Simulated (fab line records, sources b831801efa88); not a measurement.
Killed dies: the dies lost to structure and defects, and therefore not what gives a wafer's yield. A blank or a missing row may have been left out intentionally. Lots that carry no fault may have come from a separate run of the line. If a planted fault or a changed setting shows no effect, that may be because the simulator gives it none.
fab line records	flow sfq_line
[record] lots = 7	wafers = 21	last_day = 94
route steps=325 shown C5@250 M6@251 I6@266
lots that met no fault: taken from a fault-free run of the same line
start_h: hours from the record's opening day to when the first of the lot's shown wafers began	wait_h: hours from the lot's prior step to this one	" unchanged from the row above	L1.1+2: a row that stands for several wafers	- value missing, or start not given	* or withheld: withheld	< > ~ a bound
route shown NAME@n: names a module that has steps shown in the file, with the first one's number in the route	usual: mean/standard deviation of fault-free wafers	same: alike in all rows	chamber/n: place in a boat	sites: each site's reading	_std_site: standard deviation across them	_edge_site: inner sites' mean taken away from outer sites' mean	radius_mm: for every site, how far away it sits from the centre of the wafer	mask NAME#n: copy n	behind: the tool/chamber that last shaped the wafer	hold: why the lot was held/for how many hours/how that ended	device: transistor that didn't switch, given as n, p or np	end of line: tests of these same wafers at the route's end	a step with no rows: only its recipe	killed: dies lost to structure and defects at the first sort, not the wafer's yield	map: a wafer's dies, marking killed ones x, the rest . and places with no die _
set.NAME: the run value of the setting; set.NAME@STEP: its run value at that earlier step	model.NAME: the simulator's own value behind a step, which no gauge read
certain route steps with their lots: each step a table, each wafer a row
services: when a tool's chamber went out of use (start_h, in hours from the record's first day, below 0 if earlier), for how many hours, and the reason
[[steps]]
[step SFQ_TRILAYER_C5_STRIP_SOLV_CLEAN_156]
[recipe] chemistry = NMP	temp_c = 70	time_s = 600
[step SFQ_TRILAYER_M6_DEP_PRE_CLEAN_158]
[recipe] gas = Ar	time_s = 22.5	bias_v = 250
[step SFQ_TRILAYER_M6_DEP_SPUTTER_157]
[recipe] material = Nb	base_pressure_pa = 1.33e-06	chamber_pressure_pa = 0.1333	substrate_temp_c = 20	target_thk_nm = 200	power_w = 2000	time_s = 133.3
[usual] base_pressure_pa = 1.33e-06/8.4e-08	throttle_valve_pct = 29.8/0.99
lot.wafer	tool	chamber	start_h	wait_h	base_pressure_pa	throttle_valve_pct
L660.1	pvd_sputter-04	-	1574.67	0.0	1.3e-06	28.0
L660.3	"	-	"	"	1.2e-06	28.6
L660.4	"	-	"	"	1.44e-06	30.4
L661.1	pvd_sputter-03	-	1578.27	0.0	1.31e-06	29.3
L661.2	"	-	"	"	1.26e-06	29.9
L661.4	"	-	"	"	1.34e-06	29.7
L674.1	pvd_sputter-04	-	1807.15	0.0	1.19e-06	30.4
L674.5	"	-	"	"	1.33e-06	30.9
L674.6	"	-	"	"	1.29e-06	30.9
L675.1	pvd_sputter-04	-	1810.58	0.0	1.19e-06	28.8
L675.3	"	-	"	"	1.35e-06	28.2
L675.5	"	-	"	"	1.45e-06	30.8
L676.2	pvd_sputter-03	-	1817.78	0.0	1.5e-06	29.5
L676.3	"	-	"	"	1.39e-06	30.1
L676.4	"	-	"	"	1.25e-06	29.4
L677.3	pvd_sputter-04	-	1827.98	0.0	1.48e-06	30.8
L677.4	"	-	"	"	1.5e-06	30.8
L677.6	"	-	"	"	1.27e-06	30.8
L682.2	pvd_sputter-04	-	1855.29	0.0	1.31e-06	27.9
L682.3	"	-	"	"	1.36e-06	29.0
L682.4	"	-	"	"	1.45e-06	30.7
[step SFQ_M6_RS_MEAS_938]
[recipe] thk_meas_gauge = four-point-probe	reads = Nb_of_TRILAYER_M6_DEP_SPUTTER_157
[usual] M6_NB_RS = 0.889/0.0093
lot.wafer	tool	chamber	start_h	wait_h	M6_NB_RS[ohm/sq]
L660.1	film_metro-01	-	1574.76	0.0	0.901
L660.3	"	-	"	"	0.913
L660.4	"	-	"	"	0.891
L661.1	film_metro-02	-	1578.36	0.0	0.901
L661.2	"	-	"	"	0.899
L661.4	"	-	"	"	0.896
L674.1	film_metro-04	-	1807.24	0.0	0.899
L674.5	"	-	"	"	0.883
L674.6	"	-	"	"	0.894
L675.1	film_metro-02	-	1810.67	0.0	0.885
L675.3	"	-	"	"	0.893
L675.5	"	-	"	"	0.884
L676.2	film_metro-04	-	1817.89	0.1	0.894
L676.3	"	-	"	"	0.889
L676.4	"	-	"	"	0.886
L677.3	film_metro-04	-	1828.11	0.1	0.891
L677.4	"	-	"	"	0.885
L677.6	"	-	"	"	0.891
L682.2	film_metro-01	-	1855.40	0.1	0.897
L682.3	"	-	"	"	0.901
L682.4	"	-	"	"	0.890
[step SFQ_TRILAYER_M6_LITHO_COAT_164]
[recipe] resist = BARC	spin_rpm = 3000	resist_thk_nm = 62
[step SFQ_TRILAYER_M6_LITHO_COAT_159]
[recipe] resist = KrF	spin_rpm = 3000	resist_thk_nm = 600
[step SFQ_TRILAYER_M6_LITHO_SOFTBAKE_163]
[recipe] temp_c = withheld	time_s = withheld	resist = KrF
[step SFQ_TRILAYER_M6_LITHO_EXPOSE_160]
[recipe] mask_id = M6	na = 0.6	source_shape = conventional	sigma_outer = 0.65	target_cd_nm = 500	dose_mj = 14.4
[step SFQ_TRILAYER_M6_LITHO_PEB_162]
[recipe] peb_temp_c = 115	peb_time_s = 60	resist = KrF
[step SFQ_TRILAYER_M6_LITHO_DEVELOP_161]
[recipe] time_s = 60	resist = KrF
[step SFQ_M6_OVL_MEAS_940]
[usual] M6_OVL = -3/4.8
lot.wafer	tool	chamber	start_h	wait_h	M6_OVL[nm]
L660.1	overlay-02	-	1708.73	0.1	2
L660.3	"	-	"	"	-1
L660.4	"	-	"	"	1
L661.1	overlay-01	-	1712.33	0.1	8
L661.2	"	-	"	"	1
L661.4	"	-	"	"	1
L674.1	overlay-01	-	1923.97	0.1	1
L674.5	"	-	"	"	-3
L674.6	"	-	"	"	-4
L675.1	overlay-01	-	1928.77	0.1	-9
L675.3	"	-	"	"	-8
L675.5	"	-	"	"	-7
L676.2	overlay-02	-	1932.38	0.1	-9
L676.3	"	-	"	"	-8
L676.4	"	-	"	"	-7
L677.3	overlay-02	-	1934.78	0.1	-3
L677.4	"	-	"	"	-9
L677.6	"	-	"	"	1
L682.2	overlay-01	-	1945.58	0.1	2
L682.3	"	-	"	"	1
L682.4	"	-	"	"	-1
[step SFQ_TRILAYER_M6_BARC_OPEN_METAL_ETCH_206]
[recipe] mask_material = PR	chemistry = O2	target_depth_nm = 125	target = BARC	icp_w = 600	bias_w = 80	pressure_mtorr = 10	time_s = 41.7
[usual] bias_w = 80.03/0.24	chamber_pressure_mTorr = 10.001/0.0079	drypump_motor_current_A = 6.0/0.37	oes_product_au = 0.685/0.0042
lot.wafer	tool	chamber	start_h	wait_h	bias_w	chamber_pressure_mTorr	drypump_motor_current_A	oes_product_au	rf_hours_counter_h	model.KrF_of_TRILAYER_M6_LITHO_COAT_159.thk_nm
L660.1	rie_metal-03	1	1708.76	0.0	79.85	10.000	5.7	0.681	98	524.1
L660.3	"	1	"	"	79.66	9.993	5.7	0.680	-	525.1
L660.4	"	0	"	"	79.80	9.993	5.9	0.690	-	522.1
L661.1	rie_metal-03	0	1712.36	0.0	79.43	9.998	5.9	0.685	66	520.7
L661.2	"	1	"	"	79.56	10.005	5.7	0.682	98	520.8
L661.4	"	1	"	"	79.91	9.995	5.7	0.685	-	521.9
L674.1	rie_metal-04	1	1924.01	0.0	-	-	-	-	-	575
L674.5	"	1	"	"	-	-	-	-	-	575.1
L674.6	"	0	"	"	-	-	-	-	-	574.5
L675.1	rie_metal-03	1	1928.81	0.0	-	-	-	-	-	575
L675.3	"	1	"	"	-	-	-	-	-	575.6
L675.5	"	1	"	"	-	-	-	-	-	574.3
L676.2	rie_metal-03	1	1932.41	0.0	-	-	-	-	-	574
L676.3	"	1	"	"	-	-	-	-	-	574.9
L676.4	"	0	"	"	-	-	-	-	-	574.6
L677.3	rie_metal-01	0	1934.83	0.0	80.06	9.990	6.5	0.686	-	522.4
L677.4	"	1	"	"	79.85	10.021	6.2	0.690	-	523.5
L677.6	"	1	"	"	80.02	9.994	6.2	0.692	-	524.9
L682.2	rie_metal-01	1	1945.61	0.0	80.16	9.999	6.2	0.685	33	522.8
L682.3	"	1	"	"	80.13	10.009	6.2	0.681	-	525.2
L682.4	"	0	"	"	80.25	9.995	6.5	0.692	-	524.6
[step SFQ_TRILAYER_M6_ETCH_METAL_ETCH_162]
[recipe] target = Nb	stop_on = SiO2	mask_material = PR	chemistry = Cl2/Ar	target_depth_nm = 240	icp_w = 600	bias_w = 80	pressure_mtorr = 10	time_s = 120
[usual] bias_w = 80.05/0.26	chamber_pressure_mTorr = 9.999/0.01	drypump_motor_current_A = 6.0/0.36	oes_product_au = 0.896/0.0071
lot.wafer	tool	chamber	start_h	wait_h	bias_w	chamber_pressure_mTorr	drypump_motor_current_A	oes_product_au	rf_hours_counter_h	model.KrF_of_TRILAYER_M6_LITHO_COAT_159.thk_nm
L660.1	rie_metal-03	1	1708.82	0.0	79.90	9.981	5.7	0.893	98	382.9
L660.3	"	1	"	"	80.30	9.986	5.7	0.879	-	383.6
L660.4	"	0	"	"	80.31	9.984	5.9	0.888	-	376.2
L661.1	rie_metal-03	0	1712.42	0.0	80.13	10.003	5.9	0.896	66	374.5
L661.2	"	1	"	"	80.42	10.006	5.7	0.885	98	380.4
L661.4	"	1	"	"	80.25	10.008	5.7	0.894	-	381.7
L674.1	rie_metal-04	1	1924.07	0.0	79.82	10.013	6.6	0.383	70	435.6
L674.5	"	1	"	"	79.75	9.989	6.6	0.381	-	434.5
L674.6	"	0	"	"	79.77	10.003	5.6	0.374	-	427.8
L675.1	rie_metal-03	1	1928.87	0.0	80.37	9.991	5.7	0.374	129	434.2
L675.3	"	1	"	"	80.16	10.009	5.8	0.377	-	435.1
L675.5	"	1	"	"	80.14	10.017	5.7	0.381	-	432.5
L676.2	rie_metal-03	1	1932.47	0.0	80.28	9.996	5.8	0.377	130	432.6
L676.3	"	1	"	"	79.78	9.994	5.7	0.370	-	432.7
L676.4	"	0	"	"	79.92	10.013	5.9	0.377	-	432.5
L677.3	rie_metal-01	0	1934.91	0.1	79.90	10.011	6.6	0.889	-	379.6
L677.4	"	1	"	"	80.22	9.991	6.2	0.901	-	384.5
L677.6	"	1	"	"	79.69	10.016	6.2	0.902	-	386.2
L682.2	rie_metal-01	1	1945.67	0.0	79.96	10.004	6.2	0.892	33	384.5
L682.3	"	1	"	"	80.34	9.999	6.2	0.891	-	386.5
L682.4	"	0	"	"	79.73	9.984	6.5	0.889	-	383.1
[step SFQ_TRILAYER_M6_STRIP_STRIP_163]
[recipe] gas = O2	power_w = 200	platen_temp_c = 40	overash_fraction = 0.65	chemistry = O2	pressure_mtorr = 50
[usual] drypump_motor_current_A = 6.0/0.37	oes_product_au = 1.002/0.012
lot.wafer	tool	chamber	start_h	wait_h	drypump_motor_current_A	oes_product_au	rf_hours_counter_h
L660.1	rie_metal-03	1	1708.95	0.1	5.7	0.984	98
L660.3	"	1	"	"	5.7	1.004	-
L660.4	"	0	"	"	5.9	1.018	-
L661.1	rie_metal-03	0	1712.55	0.1	5.9	1.026	67
L661.2	"	1	"	"	5.7	0.997	98
L661.4	"	1	"	"	5.7	0.997	-
L674.1	rie_metal-04	1	1924.19	0.1	6.6	1.006	70
L674.5	"	1	"	"	6.6	0.991	-
L674.6	"	0	"	"	5.6	1.021	-
L675.1	rie_metal-03	1	1928.99	0.1	5.7	1.007	129
L675.3	"	1	"	"	5.7	1.006	-
L675.5	"	1	"	"	5.7	1.004	-
L676.2	rie_metal-03	1	1932.59	0.1	5.7	1.004	130
L676.3	"	1	"	"	5.7	0.992	-
L676.4	"	0	"	"	5.9	1.002	-
L677.3	rie_metal-01	0	1935.19	0.2	6.6	1.005	-
L677.4	"	1	"	"	6.2	0.990	-
L677.6	"	1	"	"	6.2	0.982	-
L682.2	rie_metal-01	1	1945.79	0.1	6.2	1.001	33
L682.3	"	1	"	"	6.2	0.996	-
L682.4	"	0	"	"	6.5	1.003	-
[step SFQ_TRILAYER_M6_STRIP_SOLV_CLEAN_164]
[recipe] chemistry = NMP	temp_c = 70	time_s = 600
[step SFQ_TRILAYER_I6_DEP_PECVD_165]
[recipe] material = SiO2	temp_c = 150	time_s = 111.11	pressure_torr = 2.4	rf_w = 183.3	precursor = SiH4/N2O	target_thk_nm = 500
[step SFQ_TRILAYER_I6_CMP_CMP_166]
[recipe] material = SiO2	down_force_psi = 3	platen_rpm = 60	pad_velocity_m_s = 0.94248
[usual] motor_current_A = 10.2/0.88	time_to_endpoint_s = 217/8.6
lot.wafer	tool	chamber	start_h	wait_h	motor_current_A	time_to_endpoint_s
L660.1	cmp-02	3	1709.82	0.0	10.2	214
L660.4	"	0	"	"	10.0	235
L660.3	"	2	1711.32	1.5	9.2	232
L661.4	cmp-01	2	1713.40	0.0	10.6	235
L661.2	"	0	1714.40	1.0	8.6	210
L661.1	"	1	"	"	12.0	217
L674.1	cmp-02	2	1925.54	0.5	8.8	219
L674.6	"	1	1927.04	2.0	10.7	214
L674.5	"	2	"	"	9.1	227
L675.1	cmp-01	3	1929.84	0.0	10.4	211
L675.3	"	0	"	"	8.7	211
L675.5	"	3	1931.84	2.0	10.2	214
L676.4	cmp-02	0	1933.44	0.0	10.5	227
L676.2	"	2	1934.44	1.0	9.1	222
L676.3	"	3	"	"	10.6	210
L677.4	cmp-01	0	1936.34	0.5	8.9	210
L677.3	"	2	1937.34	1.5	10.3	219
L677.6	"	0	1938.34	2.5	9.3	213
L682.3	cmp-02	3	1946.64	0.0	10.9	214
L682.4	"	1	1947.64	1.0	11.3	216
L682.2	"	2	"	"	9.0	224
[step SFQ_I6_BOW_MEAS_941]
[recipe] mode = bow
[usual] I6_BOW = 4/11
lot.wafer	tool	chamber	start_h	wait_h	I6_BOW[um]
L660.1	film_metro-01	-	1712.82	2.5	19
L660.3	"	-	"	"	15
L660.4	"	-	"	"	12
L661.1	film_metro-04	-	1716.40	1.0	3
L661.2	"	-	"	"	15
L661.4	"	-	"	"	1
L674.1	film_metro-04	-	1928.04	2.0	5
L674.5	"	-	"	"	11
L674.6	"	-	"	"	14
L675.1	film_metro-03	-	1932.84	2.5	-4
L675.3	"	-	"	"	-5
L675.5	"	-	"	"	-11
L676.2	film_metro-04	-	1936.46	1.5	1
L676.3	"	-	"	"	-2
L676.4	"	-	"	"	-1
L677.3	film_metro-01	-	1938.88	1.0	5
L677.4	"	-	"	"	4
L677.6	"	-	"	"	18
L682.2	film_metro-03	-	1949.66	1.0	1
L682.3	"	-	"	"	0
L682.4	"	-	"	"	-5
[step SFQ_TRILAYER_I6_METRO_MEASURE_167]
[usual] thk_nm = 200.3/1.1
lot.wafer	tool	chamber	start_h	wait_h	thk_nm
L660.1	film_metro-01	-	1712.94	0.1	199.1
L660.3	"	-	"	"	201.2
L660.4	"	-	"	"	201.2
L661.1	film_metro-04	-	1716.52	0.1	200.9
L661.2	"	-	"	"	198.9
L661.4	"	-	"	"	201.4
L674.1	film_metro-04	-	1928.16	0.1	200.0
L674.5	"	-	"	"	200.3
L674.6	"	-	"	"	198.8
L675.1	film_metro-03	-	1932.96	0.1	198.9
L675.3	"	-	"	"	199.5
L675.5	"	-	"	"	199.2
L676.2	film_metro-04	-	1936.76	0.3	202.1
L676.3	"	-	"	"	201.4
L676.4	"	-	"	"	201.6
L677.3	film_metro-01	-	1939.36	0.5	201.8
L677.4	"	-	"	"	200.9
L677.6	"	-	"	"	199.5
L682.2	film_metro-03	-	1949.96	0.3	201.8
L682.3	"	-	"	"	200.0
L682.4	"	-	"	"	201.2
[step SFQ_TRILAYER_I6_VIA_LITHO_COAT_174]
[recipe] resist = BARC	spin_rpm = 3000	resist_thk_nm = 62
[step SFQ_TRILAYER_I6_VIA_LITHO_COAT_169]
[recipe] resist = KrF	spin_rpm = 3000	resist_thk_nm = 650
[step SFQ_TRILAYER_I6_VIA_LITHO_SOFTBAKE_173]
[recipe] temp_c = withheld	time_s = withheld	resist = KrF
[step SFQ_TRILAYER_I6_VIA_LITHO_EXPOSE_170]
[recipe] mask_id = I6	na = 0.6	source_shape = conventional	sigma_outer = 0.65	target_cd_nm = 700	dose_mj = 21.3
[usual] exposure_dose_mJ_cm2 = 21.302/0.021	focus_offset_nm = 0.0/0.49	na = 0.6/0
lot.wafer	tool	chamber	start_h	wait_h	mask	exposure_dose_mJ_cm2	focus_offset_nm	na
L660.1	krf_scanner-01	0	1715.44	-	I6#0	21.311	-0.5	0.6
L660.3	"	0	"	"	I6#0	21.307	-0.4	0.6
L660.4	"	0	"	"	I6#0	21.289	-0.6	0.6
L661.1	krf_scanner-01	0	1718.47	-	I6#0	21.325	0.0	0.6
L661.2	"	0	"	"	I6#0	21.315	0.3	0.6
L661.4	"	0	"	"	I6#0	21.331	-0.3	0.6
L674.1	krf_scanner-02	-	2030.14	-	I6#0	-	-	-
L674.5	"	-	"	"	I6#0	-	-	-
L674.6	"	-	"	"	I6#0	-	-	-
L675.1	krf_scanner-02	-	2033.74	-	I6#0	-	-	-
L675.3	"	-	"	"	I6#0	-	-	-
L675.5	"	-	"	"	I6#0	-	-	-
L676.2	krf_scanner-02	-	2036.34	-	I6#0	-	-	-
L676.3	"	-	"	"	I6#0	-	-	-
L676.4	"	-	"	"	I6#0	-	-	-
L677.3	krf_scanner-02	0	2037.74	-	I6#0	21.320	0.7	0.6
L677.4	"	0	"	"	I6#0	21.309	0.3	0.6
L677.6	"	0	"	"	I6#0	21.298	0.8	0.6
L682.2	krf_scanner-01	0	2047.48	-	I6#0	21.328	-0.9	0.6
L682.3	"	0	"	"	I6#0	21.306	-0.3	0.6
L682.4	"	0	"	"	I6#0	21.325	0.2	0.6
[step SFQ_TRILAYER_I6_VIA_LITHO_PEB_172]
[recipe] peb_temp_c = 115	peb_time_s = 60	resist = KrF
[step SFQ_TRILAYER_I6_VIA_LITHO_DEVELOP_171]
[recipe] time_s = 60	resist = KrF
[step SFQ_I6_OVL_MEAS_942]
[usual] I6_OVL = -3/5.7
lot.wafer	tool	chamber	start_h	wait_h	I6_OVL[nm]
L660.1	overlay-02	-	1716.94	0.1	0
L660.3	"	-	"	"	2
L660.4	"	-	"	"	-8
L661.1	overlay-02	-	1719.97	0.1	1
L661.2	"	-	"	"	11
L661.4	"	-	"	"	9
L674.1	overlay-02	-	2031.64	0.1	-
L674.5	"	-	"	"	-
L674.6	"	-	"	"	-
L675.1	overlay-01	-	2035.24	0.1	-
L675.3	"	-	"	"	-
L675.5	"	-	"	"	-
L676.2	overlay-01	-	2037.65	0.1	-
L676.3	"	-	"	"	-
L676.4	"	-	"	"	-
L677.3	overlay-02	-	2038.86	0.1	-13
L677.4	"	-	"	"	-4
L677.6	"	-	"	"	-2
L682.2	overlay-01	-	2048.79	0.1	-4
L682.3	"	-	"	"	2
L682.4	"	-	"	"	0
[step SFQ_TRILAYER_I6_VIA_BARC_OPEN_VIA_ETCH_235]
[recipe] mask_material = PR	chemistry = O2	target_depth_nm = 125	target = BARC	source_w = 500	bias_w = 80	pressure_mtorr = 30	time_s = 41.7
[step SFQ_TRILAYER_I6_VIA_ETCH_VIA_ETCH_172]
[recipe] target = SiO2	stop_on = Nb	mask_material = PR	taper_deg = 20	chemistry = CHF3	target_depth_nm = 260	source_w = 500	bias_w = 80	pressure_mtorr = 30	time_s = withheld
[usual] bias_w = 79.96/0.24	chamber_pressure_mTorr = 29.998/0.026	drypump_motor_current_A = 5.6/0.37	oes_product_au = 0.855/0.0054
lot.wafer	tool	chamber	start_h	wait_h	bias_w	chamber_pressure_mTorr	drypump_motor_current_A	oes_product_au
L660.1	rie_diel-03	3	1717.02	0.0	79.89	29.920	5.1	0.855
L660.3	"	1	"	"	80.30	30.043	5.8	0.858
L660.4	"	0	"	"	79.58	30.040	5.9	0.858
L661.1	rie_diel-01	3	1720.05	0.0	79.74	29.990	5.9	0.853
L661.2	"	1	"	"	79.77	29.982	6.1	0.851
L661.4	"	0	"	"	80.28	29.991	5.2	0.861
L674.1	rie_diel-04	1	2031.72	0.0	79.70	30.027	5.1	0.379
L674.5	"	1	"	"	79.84	30.011	5.1	0.368
L674.6	"	0	"	"	79.93	30.029	5.0	0.372
L675.1	rie_diel-03	0	2035.32	0.0	80.14	29.982	5.9	0.364
L675.3	"	2	"	"	80.20	30.032	5.6	0.375
L675.5	"	0	"	"	80.19	29.997	5.9	0.375
L676.2	rie_diel-01	0	2037.72	0.0	79.98	29.970	5.2	0.370
L676.3	"	2	"	"	79.80	29.948	5.6	0.374
L676.4	"	3	"	"	79.82	29.984	5.9	0.375
L677.3	rie_diel-03	2	2038.92	0.0	80.23	30.012	5.6	0.862
L677.4	"	0	"	"	79.96	29.992	5.9	0.852
L677.6	"	3	"	"	80.10	29.971	5.1	0.854
L682.2	rie_diel-03	1	2048.86	0.0	79.94	29.997	5.8	0.857
L682.3	"	3	"	"	79.91	29.952	5.1	0.858
L682.4	"	2	"	"	80.24	30.004	5.6	0.861
[step SFQ_TRILAYER_I6_VIA_STRIP_STRIP_173]
[recipe] gas = O2	power_w = 200	platen_temp_c = 40	overash_fraction = 0.65	chemistry = O2	pressure_mtorr = 50
[usual] drypump_motor_current_A = 5.7/0.62	oes_product_au = 1.001/0.012
lot.wafer	tool	chamber	start_h	wait_h	drypump_motor_current_A	oes_product_au	rf_hours_counter_h
L660.1	rie_metal-04	0	1717.13	-	5.6	1.024	91
L660.3	"	1	"	"	6.6	0.993	-
L660.4	"	0	"	"	5.6	1.009	-
L661.1	rie_metal-02	0	1720.16	-	4.6	0.984	3
L661.2	"	1	"	"	5.3	0.986	107
L661.4	"	0	"	"	4.6	1.002	-
L674.1	rie_metal-04	1	2031.83	-	6.6	0.994	80
L674.5	"	0	"	"	5.6	1.012	-
L674.6	"	1	"	"	6.6	0.990	-
L675.1	rie_metal-04	1	2035.43	-	6.6	0.990	81
L675.3	"	0	"	"	5.6	1.015	-
L675.5	"	0	"	"	5.6	1.009	-
L676.2	rie_metal-04	0	2037.83	-	5.6	1.021	7
L676.3	"	0	"	"	5.6	1.008	-
L676.4	"	1	"	"	6.6	0.982	-
L677.3	rie_metal-02	0	2039.23	-	4.7	1.002	-
L677.4	"	1	"	"	5.3	0.990	-
L677.6	"	0	"	"	4.6	0.996	-
L682.2	rie_metal-04	1	2048.97	-	6.6	0.989	83
L682.3	"	1	"	"	6.6	0.983	-
L682.4	"	0	"	"	5.6	1.008	-
[[services]]
tool	chamber	start_h	hours	kind
cmp-02	-	1551.61	0.4	repair
rie_metal-01	-	1565.83	2.4	repair
krf_scanner-02	-	1578.39	1.3	pm
krf_scanner-02	-	1583.24	2.8	repair
cmp-02	-	1592.02	4.6	pm
pvd_sputter-04	-	1592.10	5.4	repair
cmp-02	-	1606.89	4.0	pm
krf_scanner-02	-	1608.75	1.1	repair
rie_diel-03	-	1612.77	2.8	pm
cmp-02	-	1613.02	4.0	repair
rie_metal-01	1	1624.91	4.8	repair
rie_metal-04	-	1632.74	2.8	pm
rie_metal-04	-	1641.96	1.2	repair
rie_metal-03	0	1655.09	3.6	repair
rie_metal-03	0	1661.19	9.0	repair
rie_metal-04	-	1742.01	1.8	repair
rie_metal-01	0	1771.21	19.0	repair
rie_metal-03	0	1775.15	9.4	repair
pvd_sputter-04	-	1798.88	5.0	repair
pvd_sputter-04	-	1845.65	0.5	repair
pvd_sputter-04	-	1858.67	2.8	repair
pvd_sputter-04	-	2018.95	1.1	repair
rie_metal-03	-	2034.87	28.1	pm
pvd_sputter-04	-	2037.51	12.7	repair
[[key]]
[first_sign] step = SFQ_TRILAYER_M6_BARC_OPEN_METAL_ETCH_206	reading = tool_record	direction = missing
[effect] step = SFQ_TRILAYER_M6_ETCH_METAL_ETCH_162	reading = oes_product_au	direction = down	sigmas = 73	usual = 0.896	struck = 0.377
[effect] step = SFQ_TRILAYER_I6_VIA_LITHO_EXPOSE_170	reading = tool_record	direction = missing
[effect] step = SFQ_I6_OVL_MEAS_942	reading = I6_OVL	direction = missing
[effect] step = SFQ_TRILAYER_I6_VIA_ETCH_VIA_ETCH_172	reading = oes_product_au	direction = down	sigmas = 89	usual = 0.855	struck = 0.373
[model_effect] step = SFQ_TRILAYER_M6_BARC_OPEN_METAL_ETCH_206	value = KrF_of_TRILAYER_M6_LITHO_COAT_159.thk_nm	without = 523.4	struck = 574.8
[model_effect] step = SFQ_TRILAYER_M6_ETCH_METAL_ETCH_162	value = KrF_of_TRILAYER_M6_LITHO_COAT_159.thk_nm	without = 381.6	struck = 433.1
met_at SFQ_TRILAYER_M6_BARC_OPEN_METAL_ETCH_206
struck_wafers L674.1,L674.5,L674.6,L675.1,L675.3,L675.5,L676.2,L676.3,L676.4
onset_between 1712.36 1924.01
[fault] kind = skipped_step_whole	tool = rie_metal-03,rie_metal-04	chamber = -	onset_h = 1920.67	steps = SFQ_TRILAYER_M6_BARC_OPEN_METAL_ETCH_206	scope = struck_lots_only
